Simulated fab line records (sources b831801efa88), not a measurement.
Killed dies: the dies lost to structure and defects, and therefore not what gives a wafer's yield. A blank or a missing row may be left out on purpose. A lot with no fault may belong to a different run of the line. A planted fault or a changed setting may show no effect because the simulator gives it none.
fab line records | flow sky130
[record] lots = 24 wafers = 72 last-day = 50
route steps=708 shown CONTACT@431 METAL1@436 VIA1@460 VIA2@528 VIA4@640
lots that met no fault: taken from a fault-free run of the same line
start-h: start of the lot's first displayed wafer, in hours after the record's first day | wait-h: time in hours since the lot's previous step | " unchanged from the row above | L1.1+2: a row that stands for several wafers | - no value, or no start was given | * or withheld: withheld | < > ~ a bound
route shown NAME@n: NAME is a module with steps in the file, n the number in the route of the first one | usual: mean/standard deviation of fault-free wafers | same: alike in all rows | chamber/n: place in a boat | sites: each site's reading | _std_site: the values' standard deviation | _edge_site: the outer-site mean with the inner-site mean subtracted | radius-mm: for every site, how far away it sits from the centre of the wafer | mask NAME#n: copy n | behind: the most recent tool/chamber to have shaped the wafer | hold: reason for holding the lot/hours on hold/outcome of the hold | device: the transistor (n, p or np) that didn't switch | end of line: at the end of the route, the tests of the same wafers | where a step has no rows: the recipe by itself | killed: not the wafer's yield, but the dies lost to structure and defects at the first sort | map: per-die view of a wafer (x killed, . not killed, _ where there is no die)
set.NAME: setting as actually run; set.NAME@STEP: the setting as run at that earlier step | model.NAME: the simulator's own value behind a step, which no gauge read
a sample of lots followed through the steps of the route, with each step as a table and each wafer as a row
services: a tool's chamber out of use, with start hour (start-h, from the record's first day; less than 0 if before it), hours out, and reason
[[steps]]
[step SKY_CONTACT_RS_MEAS_25]
[recipe] thk-meas-gauge = four-point-probe reads = W_of_CONTACT_CVD_24+TiN_of_CONTACT_SPUTTER_23
[usual] CONTACT_W_RS = 0.335/0.0035
// columns lot.wafer tool chamber start-h wait-h CONTACT_W_RS[ohm/sq]
L074.2 film-metro-01 - 734.04 0.1 0.334
L074.5 " - " " 0.336
L074.6 " - " " 0.332
L075.2 film-metro-01 - 742.59 0.1 0.336
L075.3 " - " " 0.336
L075.6 " - " " 0.338
L076.1 film-metro-04 - 774.42 0.1 0.335
L076.3 " - " " 0.333
L076.6 " - " " 0.338
L077.2 film-metro-04 - 778.60 0.1 0.336
L077.4 " - " " 0.334
L077.5 " - " " 0.337
L079.1 film-metro-02 - 779.24 0.1 0.340
L079.2 " - " " 0.336
L079.4 " - " " 0.338
L080.1 film-metro-02 - 780.48 0.1 0.331
L080.2 " - " " 0.333
L080.5 " - " " 0.330
L078.1 film-metro-01 - 781.28 0.1 0.334
L078.2 " - " " 0.336
L078.4 " - " " 0.335
L081.1 film-metro-04 - 784.90 0.1 0.337
L081.3 " - " " 0.338
L081.4 " - " " 0.333
L082.1 film-metro-01 - 796.44 0.1 0.334
L082.5 " - " " 0.332
L082.6 " - " " 0.338
L083.2 film-metro-01 - 806.52 0.1 0.338
L083.5 " - " " 0.342
L083.6 " - " " 0.336
L085.4 film-metro-01 - 818.71 0.1 0.336
L085.5 " - " " 0.338
L085.6 " - " " 0.340
L084.1 film-metro-04 - 819.54 0.1 0.339
L084.4 " - " " 0.338
L084.5 " - " " 0.339
L086.1 film-metro-01 - 831.32 0.1 0.331
L086.3 " - " " 0.332
L086.4 " - " " 0.332
L089.2 film-metro-01 - 862.14 0.1 0.326
L089.3 " - " " 0.332
L089.4 " - " " 0.330
L087.1 film-metro-02 - 863.27 0.1 0.334
L087.3 " - " " 0.335
L087.4 " - " " 0.336
L088.3 film-metro-04 - 863.58 0.1 0.336
L088.4 " - " " 0.338
L088.5 " - " " 0.335
L090.2 film-metro-02 - 866.41 0.1 0.336
L090.3 " - " " 0.332
L090.4 " - " " 0.338
L091.4 film-metro-01 - 869.52 0.1 0.330
L091.5 " - " " 0.330
L091.6 " - " " 0.328
L092.3 film-metro-04 - 873.34 0.1 0.334
L092.4 " - " " 0.335
L092.6 " - " " 0.338
L093.3 film-metro-01 - 876.07 0.1 0.329
L093.4 " - " " 0.329
L093.5 " - " " 0.330
L094.2 film-metro-04 - 886.20 0.1 0.342
L094.3 " - " " 0.341
L094.6 " - " " 0.343
L095.2 film-metro-04 - 894.83 0.1 0.333
L095.3 " - " " 0.332
L095.6 " - " " 0.332
L096.4 film-metro-01 - 898.51 0.1 0.336
L096.5 " - " " 0.338
L096.6 " - " " 0.338
L097.1 film-metro-04 - 904.67 0.1 0.337
L097.3 " - " " 0.335
L097.4 " - " " 0.334
[step SKY_METAL1_SPUTTER_02]
[recipe] material = AlCu target-thk-nm = 250 power-w = 10600 time-s = 13.3 chamber-pressure-pa = 0.4
[usual] chamber-pressure-pa = 0.4000/0.00082 throttle-valve-pct = 30.3/1
// columns lot.wafer tool chamber start-h wait-h chamber-pressure-pa throttle-valve-pct
L074.2 pvd-sputter-03 - 734.54 0.0 0.3994 30.4
L074.5 " - " " 0.4002 30.7
L074.6 " - " " 0.4010 29.8
L075.2 pvd-sputter-01 - 743.10 0.0 0.4007 28.5
L075.3 " - " " 0.3998 31.1
L075.6 " - " " 0.3989 28.6
L076.1 pvd-sputter-01 - 774.95 0.0 0.4014 28.7
L076.3 " - " " 0.3989 29.2
L076.6 " - " " 0.4002 31.5
L077.2 pvd-sputter-01 - 779.11 0.0 0.3997 29.8
L077.4 " - " " 0.3996 28.8
L077.5 " - " " 0.4006 31.1
L079.1 pvd-sputter-02 - 779.79 0.0 0.4003 31.1
L079.2 " - " " 0.3998 29.2
L079.4 " - " " 0.4009 30.5
L080.1 pvd-sputter-01 - 781.01 0.0 0.3985 29.2
L080.2 " - " " 0.4001 31.2
L080.5 " - " " 0.4011 31.4
L078.1 pvd-sputter-02 - 781.80 0.0 0.3999 29.4
L078.2 " - " " 0.4001 31.0
L078.4 " - " " 0.3998 31.8
L081.1 pvd-sputter-02 - 785.43 0.0 0.4017 30.6
L081.3 " - " " 0.3984 31.1
L081.4 " - " " 0.3990 31.8
L082.1 pvd-sputter-01 - 796.97 0.0 0.4011 28.6
L082.5 " - " " 0.4013 28.9
L082.6 " - " " 0.3991 30.0
L083.2 pvd-sputter-01 - 807.28 0.0 0.4004 28.7
L083.5 " - " " 0.3995 31.3
L083.6 " - " " 0.3994 28.7
L085.4 pvd-sputter-01 - 819.19 0.0 0.4006 31.2
L085.5 " - " " 0.3990 28.6
L085.6 " - " " 0.3991 29.6
L084.1 pvd-sputter-02 - 820.07 0.0 0.3994 31.8
L084.4 " - " " 0.4003 29.7
L084.5 " - " " 0.3996 30.7
L086.1 pvd-sputter-02 - 831.85 0.0 0.3983 31.6
L086.3 " - " " 0.4002 30.4
L086.4 " - " " 0.3997 29.7
L089.2 pvd-sputter-03 - 862.88 0.0 0.3992 29.6
L089.3 " - " " 0.3993 30.6
L089.4 " - " " 0.4014 30.4
L087.1 pvd-sputter-01 - 863.80 0.0 0.3998 28.7
L087.3 " - " " 0.4007 29.0
L087.4 " - " " 0.3988 31.4
L088.3 pvd-sputter-03 - 864.10 0.0 0.3991 30.6
L088.4 " - " " 0.4001 30.4
L088.5 " - " " 0.4006 30.2
L090.2 pvd-sputter-02 - 866.92 0.0 0.4000 29.6
L090.3 " - " " 0.4012 31.7
L090.4 " - " " 0.4008 30.7
L091.4 pvd-sputter-01 - 869.99 0.0 0.3998 31.2
L091.5 " - " " 0.3989 29.0
L091.6 " - " " 0.3994 31.3
L092.3 pvd-sputter-02 - 873.82 0.0 0.4008 30.4
L092.4 " - " " 0.3988 31.1
L092.6 " - " " 0.3993 30.3
L093.3 pvd-sputter-03 - 876.58 0.0 0.3996 30.8
L093.4 " - " " 0.4008 29.8
L093.5 " - " " 0.4009 30.0
L094.2 pvd-sputter-01 - 886.71 0.0 0.3986 31.3
L094.3 " - " " 0.3989 28.9
L094.6 " - " " 0.3989 29.3
L095.2 pvd-sputter-03 - 895.33 0.0 0.4003 30.6
L095.3 " - " " 0.4007 29.9
L095.6 " - " " 0.4000 30.6
L096.4 pvd-sputter-03 - 898.98 0.0 0.4001 30.5
L096.5 " - " " 0.4011 30.7
L096.6 " - " " 0.4004 32.3
L097.1 pvd-sputter-01 - 905.20 0.0 0.3990 31.6
L097.3 " - " " 0.4010 28.5
L097.4 " - " " 0.4006 29.8
[step SKY_VIA1_CMP_02]
[recipe] material = SiO2 down-force-psi = 4 platen-rpm = 60 pad-velocity-m-s = 0.94248
[usual] motor-current-A = 12.1/1.4
// columns lot.wafer tool chamber start-h wait-h motor-current-A
L074.2 cmp-02 1 763.38 0.0 8.9
L074.6 " 1 " " 9.6
L074.5 " 2 " " 12.3
L075.3 cmp-01 2 771.05 0.0 13.2
L075.2 " 0 " " 14.5
L075.6 " 3 " " 12.2
L076.1 cmp-01 2 803.37 0.1 12.6
L076.3 " 3 " " 12.4
L076.6 " 1 " " 12.4
L077.4 cmp-01 0 806.69 0.1 13.6
L077.2 " 2 " " 13.8
L077.5 " 3 " " 12.4
L079.4 cmp-02 0 809.15 0.0 12.0
L079.1 " 1 " " 8.8
L079.2 " 2 " " 11.9
L078.1 cmp-02 3 810.08 0.1 10.6
L078.2 " 1 " " 9.0
L078.4 " 2 " " 11.7
L080.2 cmp-01 1 810.22 0.0 12.5
L080.1 " 3 " " 11.9
L080.5 " 1 " " 13.0
L081.1 cmp-02 1 814.37 0.1 8.9
L081.3 " 2 " " 12.9
L081.4 " 3 " " 10.6
L082.1 cmp-02 2 826.12 0.2 12.3
L082.5 " 3 " " 10.9
L082.6 " 0 " " 12.0
L083.2 cmp-01 0 835.12 0.1 14.1
L083.5 " 2 " " 13.4
L083.6 " 3 " " 13.0
L085.4 cmp-01 2 847.01 0.0 12.9
L085.5 " 2 " " 13.1
L085.6 " 3 " " 12.3
L084.1 cmp-02 2 847.87 0.1 11.2
L084.4 " 0 " " 11.8
L084.5 " 2 " " 12.6
L086.1 cmp-02 2 860.22 1.0 11.4
L086.3 " 3 " " 11.7
L086.4 " 0 " " 12.5
L089.3 cmp-02 3 890.06 0.0 11.1
L089.2 " 1 " " 9.1
L089.4 " 2 " " 12.1
L087.4 cmp-01 2 891.18 0.0 13.3
L087.1 " 3 " " 12.6
L087.3 " 1 " " 12.8
L088.3 cmp-02 0 891.69 0.1 12.1
L088.4 " 2 " " 11.7
L088.5 " 0 " " 12.0
L090.4 cmp-02 2 894.15 0.0 12.1
L090.2 " 3 " " 11.1
L090.3 " 1 " " 8.9
L091.4 cmp-01 3 897.17 0.1 12.2
L091.5 " 2 " " 13.2
L091.6 " 3 " " 12.4
L092.3 cmp-02 0 900.56 0.0 12.2
L092.4 " 1 " " 9.2
L092.6 " 0 " " 11.6
L093.3 cmp-01 0 902.99 0.0 13.5
L093.4 " 2 " " 13.4
L093.5 " 1 " " 12.2
L094.3 cmp-01 2 917.23 4.4 12.9
L094.2 " 0 " " 14.1
L094.6 " 1 " " 12.6
L095.2 cmp-01 0 921.47 0.0 14.1
L095.3 " 2 " " 12.8
L095.6 " 1 " " 12.6
L096.4 cmp-01 3 924.87 0.0 12.3
L096.6 " 3 " " 12.7
L096.5 " 0 " " 14.2
L097.3 cmp-01 2 929.39 0.1 13.0
L097.4 " 3 " " 12.7
L097.1 " 0 " " 14.3
[step SKY_VIA2_CVD_21]
[recipe] material = W target-thk-nm = 420 time-s = 126.4 temp-c = 400 pressure-torr = 40
[usual] heater-power-w = 852/46 susceptor-temp-C = 400.00/0.22
// columns lot.wafer tool chamber start-h wait-h heater-power-w susceptor-temp-C
L074.2 cvd-w-01 0 847.99 0.0 916 399.94
L074.5 " 1 " " 801 399.96
L074.6 " 0 " " 901 400.00
L075.2 cvd-w-01 0 856.33 0.0 890 399.86
L075.3 " 0 " " 899 399.82
L075.6 " 0 " " 911 399.94
L076.1 cvd-w-02 1 886.68 0.0 880 400.20
L076.3 " 0 " " 902 400.53
L076.6 " 0 " " 880 400.27
L077.2 cvd-w-01 1 888.80 0.0 811 399.62
L077.4 " 0 " " 876 399.89
L077.5 " 0 " " 911 400.32
L079.1 cvd-w-02 0 891.80 0.0 881 399.97
L079.2 " 1 " " 870 400.16
L079.4 " 0 " " 887 400.05
L078.1 cvd-w-01 0 892.45 0.0 895 399.79
L078.2 " 1 " " 821 400.30
L078.4 " 1 " " 827 400.40
L080.1 cvd-w-01 1 892.79 0.0 842 399.95
L080.2 " 0 " " 888 399.84
L080.5 " 0 " " 902 400.07
L081.1 cvd-w-02 1 897.37 0.0 891 399.69
L081.3 " 0 " " 874 400.32
L081.4 " 1 " " 876 399.88
L082.1 cvd-w-02 1 911.93 0.0 868 399.67
L082.5 " 0 " " 875 399.75
L082.6 " 1 " " 872 400.04
L083.2 cvd-w-02 1 916.03 0.0 855 400.14
L083.5 " 1 " " 847 400.25
L083.6 " 0 " " 877 399.84
L085.4 cvd-w-02 0 925.98 0.1 883 399.73
L085.5 " 1 " " 868 399.78
L085.6 " 0 " " 913 400.28
L084.1 cvd-w-01 0 926.35 0.0 802 399.95
L084.4 " 0 " " 787 400.18
L084.5 " 0 " " 772 400.00
L086.1 cvd-w-02 0 942.67 0.0 924 399.64
L086.3 " 1 " " 875 399.89
L086.4 " 0 " " 897 399.84
L089.2 cvd-w-01 1 970.34 0.0 791 399.56
L089.3 " 1 " " 787 399.67
L089.4 " 0 " " 782 400.27
L087.1 cvd-w-02 1 971.76 0.0 866 400.21
L087.3 " 0 " " 910 399.97
L087.4 " 1 " " 859 400.25
L088.3 cvd-w-01 0 971.96 0.1 767 400.00
L088.4 " 1 " " 796 399.93
L088.5 " 1 " " 811 400.30
L090.2 cvd-w-02 0 973.42 0.0 884 400.04
L090.3 " 0 " " 905 400.04
L090.4 " 1 " " 860 399.89
L091.4 cvd-w-02 1 975.21 0.1 866 399.84
L091.5 " 0 " " 899 399.80
L091.6 " 1 " " 869 400.19
L092.3 cvd-w-01 1 977.81 0.1 815 399.98
L092.4 " 0 " " 791 399.89
L092.6 " 0 " " 806 399.90
L093.3 cvd-w-01 1 979.26 0.1 782 399.96
L093.4 " 0 " " 775 400.11
L093.5 " 0 " " 779 400.31
L094.2 cvd-w-01 0 992.72 0.0 790 399.67
L094.3 " 1 " " 808 400.29
L094.6 " 0 " " 791 399.79
L095.2 cvd-w-02 1 997.62 0.0 866 399.79
L095.3 " 0 " " 904 399.87
L095.6 " 0 " " 904 399.65
L096.4 cvd-w-02 1 1002.15 0.1 874 399.99
L096.5 " 1 " " 869 399.66
L096.6 " 0 " " 895 400.31
L097.1 cvd-w-01 0 1004.31 0.0 785 399.79
L097.3 " 1 " " 812 400.45
L097.4 " 0 " " 769 400.12
[step SKY_VIA4_THK_MEAS_01]
[recipe] reads = SiO2_of_VIA4_HDPCVD_00
[usual] VIA4_HDPCVD_THK = 1742/15
// columns lot.wafer tool chamber start-h wait-h VIA4_HDPCVD_THK[nm]
L074.2 film-metro-04 - 978.33 0.1 1735
L074.5 " - " " 1729
L074.6 " - " " 1756
L075.2 film-metro-04 - 987.63 0.1 1757
L075.3 " - " " 1756
L075.6 " - " " 1768
L076.1 film-metro-02 - 1012.57 0.2 1734
L076.3 " - " " 1751
L076.6 " - " " 1742
L077.2 film-metro-04 - 1013.59 0.1 1760
L077.4 " - " " 1762
L077.5 " - " " 1743
L079.1 film-metro-02 - 1018.47 0.1 1757
L079.2 " - " " 1746
L079.4 " - " " 1742
L078.1 film-metro-02 - 1019.61 0.1 1754
L078.2 " - " " 1747
L078.4 " - " " 1735
L080.1 film-metro-01 - 1019.93 0.1 1742
L080.2 " - " " 1742
L080.5 " - " " 1741
L081.1 film-metro-01 - 1022.31 0.1 1731
L081.3 " - " " 1745
L081.4 " - " " 1734
L082.1 film-metro-01 - 1038.10 0.1 1744
L082.5 " - " " 1748
L082.6 " - " " 1754
L083.2 film-metro-02 - 1041.56 0.1 1735
L083.5 " - " " 1729
L083.6 " - " " 1767
L085.4 film-metro-01 - 1049.11 0.0 1749
L085.5 " - " " 1744
L085.6 " - " " 1726
L084.1 film-metro-04 - 1050.33 0.1 1749
L084.4 " - " " 1745
L084.5 " - " " 1710
L086.1 film-metro-02 - 1062.20 0.1 1735
L086.3 " - " " 1738
L086.4 " - " " 1727
L089.2 film-metro-04 - 1088.06 0.1 1734
L089.3 " - " " 1759
L089.4 " - " " 1743
L087.1 film-metro-02 - 1089.78 0.1 1743
L087.3 " - " " 1736
L087.4 " - " " 1711
L088.3 film-metro-04 - 1091.25 0.1 1693
L088.4 " - " " 1710
L088.5 " - " " 1718
L090.2 film-metro-01 - 1091.42 0.1 1736
L090.3 " - " " 1760
L090.4 " - " " 1745
L091.4 film-metro-04 - 1091.51 0.0 1745
L091.5 " - " " 1732
L091.6 " - " " 1737
L092.3 film-metro-01 - 1094.43 0.1 1718
L092.4 " - " " 1713
L092.6 " - " " 1738
L093.3 film-metro-02 - 1094.78 0.1 1745
L093.4 " - " " 1731
L093.5 " - " " 1765
L094.2 film-metro-04 - 1106.70 0.1 1753
L094.3 " - " " 1730
L094.6 " - " " 1740
L095.2 film-metro-02 - 1111.12 0.1 1739
L095.3 " - " " 1740
L095.6 " - " " 1746
L096.4 film-metro-01 - 1115.61 0.0 1756
L096.5 " - " " 1783
L096.6 " - " " 1779
L097.1 film-metro-01 - 1117.80 0.1 1749
L097.3 " - " " 1723
L097.4 " - " " 1765
[step SKY_VIA4_STRIP_13]
[recipe] chemistry = O2/N2 power-w = 1400 pressure-mtorr = 1500 platen-temp-c = withheld o2-flow-sccm = 3000 n2-flow-sccm = 300 overash-fraction = 0.5
[usual] drypump-motor-current-A = 5.6/0.37 o2-flow-sccm = 2998/8.6 oes-product-au = 0.709/0.0047 strip-time-to-endpoint-s = 12.801/0.024
// columns lot.wafer tool chamber start-h wait-h drypump-motor-current-A o2-flow-sccm oes-product-au rf-hours-counter-h strip-time-to-endpoint-s
L074.2 plasma-asher-03 0 1001.60 - 5.8 2995 0.705 90 12.807
L074.5 " 0 " " 5.8 2996 0.709 - 12.795
L074.6 " 1 " " 5.4 3003 0.699 - 12.802
L075.2 plasma-asher-02 0 1011.00 - 5.7 2981 0.709 56 12.788
L075.3 " 1 " " 6.1 2999 0.707 - 12.827
L075.6 " 0 " " 5.7 3001 0.697 - 12.820
L076.1 plasma-asher-03 1 1035.45 - 5.4 2990 0.704 93 12.754
L076.3 " 1 " " 5.4 2994 0.710 - 12.804
L076.6 " 0 " " 5.8 2986 0.714 - 12.776
L077.2 plasma-asher-02 0 1036.27 - 5.7 3006 0.706 59 12.838
L077.4 " 1 " " 6.2 2990 0.707 - 12.816
L077.5 " 0 " " 5.7 3014 0.707 - 12.812
L079.1 plasma-asher-02 0 1040.77 - 5.7 2998 0.697 59 12.815
L079.2 " 1 " " 6.1 3004 0.708 59 12.805
L079.4 " 1 " " 6.1 2985 0.708 - 12.800
L078.1 plasma-asher-01 1 1041.50 - 5.1 2990 0.710 119 12.790
L078.2 " 0 " " 5.1 3004 0.700 119 12.804
L078.4 " 0 " " 5.1 3014 0.707 - 12.794
L080.1 plasma-asher-02 0 1043.87 - 5.7 2986 0.707 60 12.779
L080.2 " 1 " " 6.1 2989 0.707 60 12.819
L080.5 " 0 " " 5.7 2995 0.706 - 12.827
L081.1 plasma-asher-03 0 1045.60 - 5.8 2993 0.714 94 12.803
L081.3 " 0 " " 5.8 2985 0.703 - 12.809
L081.4 " 1 " " 5.4 2992 0.718 - 12.838
L082.1 plasma-asher-03 0 1059.75 - 5.8 3016 0.712 95 12.756
L082.5 " 1 " " 5.4 2999 0.706 - 12.799
L082.6 " 0 " " 5.8 3014 0.709 - 12.795
L083.2 plasma-asher-02 1 1063.11 - 6.1 2988 0.710 61 12.767
L083.5 " 0 " " 5.7 2995 0.712 - 12.791
L083.6 " 1 " " 6.1 3003 0.707 - 12.797
L085.4 plasma-asher-01 1 1069.99 - 5.1 2999 0.710 - 12.773
L085.5 " 1 " " 5.1 2998 0.710 - 12.830
L085.6 " 0 " " 5.1 2993 0.702 - 12.763
L084.1 plasma-asher-01 1 1071.45 - 5.2 2995 0.711 1 12.784
L084.4 " 1 " " 5.1 2990 0.708 - 12.793
L084.5 " 1 " " 5.1 3006 0.709 - 12.791
L086.1 plasma-asher-01 1 1083.11 - 5.1 2985 0.700 2 12.788
L086.3 " 1 " " 5.2 2998 0.711 - 12.819
L086.4 " 0 " " 5.1 2992 0.714 - 12.843
L089.2 plasma-asher-02 0 1109.31 - 5.6 3005 0.715 66 12.854
L089.3 " 0 " " 5.7 3003 0.717 - 12.766
L089.4 " 1 " " 6.1 3007 0.713 - 12.789
L087.1 plasma-asher-01 1 1111.56 - 5.1 2996 0.705 5 12.787
L087.3 " 1 " " 5.1 2992 0.714 - 12.796
L087.4 " 0 " " 5.1 3009 0.725 - 12.784
L088.3 plasma-asher-01 0 1112.46 - 5.1 2998 0.703 - 12.826
L088.4 " 1 " " 5.2 3004 0.709 - 12.792
L088.5 " 1 " " 5.1 3013 0.707 - 12.809
L090.2 plasma-asher-03 0 1112.72 - 5.8 2990 0.705 101 12.774
L090.3 " 1 " " 5.4 3005 0.712 - 12.793
L090.4 " 0 " " 5.8 2980 0.715 - 12.823
L091.4 plasma-asher-02 1 1112.99 - 6.1 3008 0.702 - 12.767
L091.5 " 1 " " 6.1 3009 0.713 - 12.793
L091.6 " 0 " " 5.7 3006 0.709 - 12.811
L092.3 plasma-asher-02 0 1114.91 - 5.7 2989 0.719 - 12.822
L092.4 " 1 " " 6.1 3005 0.714 - 12.787
L092.6 " 0 " " 5.7 2984 0.706 - 12.804
L093.3 plasma-asher-01 1 1115.21 - 5.1 2992 0.714 - 12.804
L093.4 " 0 " " 5.1 2995 0.707 - 12.791
L093.5 " 1 " " 5.1 2995 0.707 - 12.776
L094.2 plasma-asher-03 1 1124.90 - 5.4 3006 0.706 102 12.797
L094.3 " 1 " " 5.4 2991 0.704 - 12.804
L094.6 " 1 " " 5.4 2995 0.714 - 12.781
L095.2 plasma-asher-03 1 1130.57 - 5.4 2988 0.711 102 12.770
L095.3 " 1 " " 5.4 2996 0.710 - 12.811
L095.6 " 0 " " 5.8 3010 0.718 - 12.787
L096.4 plasma-asher-02 0 1135.55 - 5.7 2999 0.708 - 12.794
L096.5 " 1 " " 6.1 3005 0.704 - 12.759
L096.6 " 0 " " 5.7 2982 0.716 - 12.802
L097.1 plasma-asher-02 1 1137.31 - 6.1 3003 0.713 69 12.788
L097.3 " 1 " " 6.1 2992 0.705 - 12.835
L097.4 " 0 " " 5.7 3002 0.706 - 12.876
[[services]]
// columns tool chamber start-h hours kind
pvd-sputter-01 - 718.13 2.9 repair
cmp-02 - 725.42 5.1 repair
cmp-02 - 734.24 1.9 repair
cmp-02 - 741.98 1.1 repair
cmp-02 - 744.04 4.0 pm
cmp-01 - 756.99 2.0 repair
cmp-02 - 758.24 1.5 repair
cmp-01 - 784.01 0.5 repair
cmp-02 - 804.84 2.1 repair
cmp-01 - 813.77 5.3 pm
cmp-02 - 822.81 1.1 repair
cmp-02 - 841.62 5.5 pm
cmp-02 - 852.76 5.0 pm
cmp-01 - 853.94 19.0 repair
cmp-01 - 874.53 2.1 repair
cmp-01 - 883.12 1.7 repair
cvd-w-01 - 904.00 14.0 pm
cmp-01 - 912.28 4.0 pm
cvd-w-02 - 951.08 2.8 pm
cvd-w-01 - 973.44 0.3 repair
cmp-01 - 979.45 5.1 pm
cmp-01 - 1086.41 5.2 repair
cmp-01 - 1110.22 5.6 pm
cvd-w-01 - 1130.37 6.0 pm
[[key]]
fault none
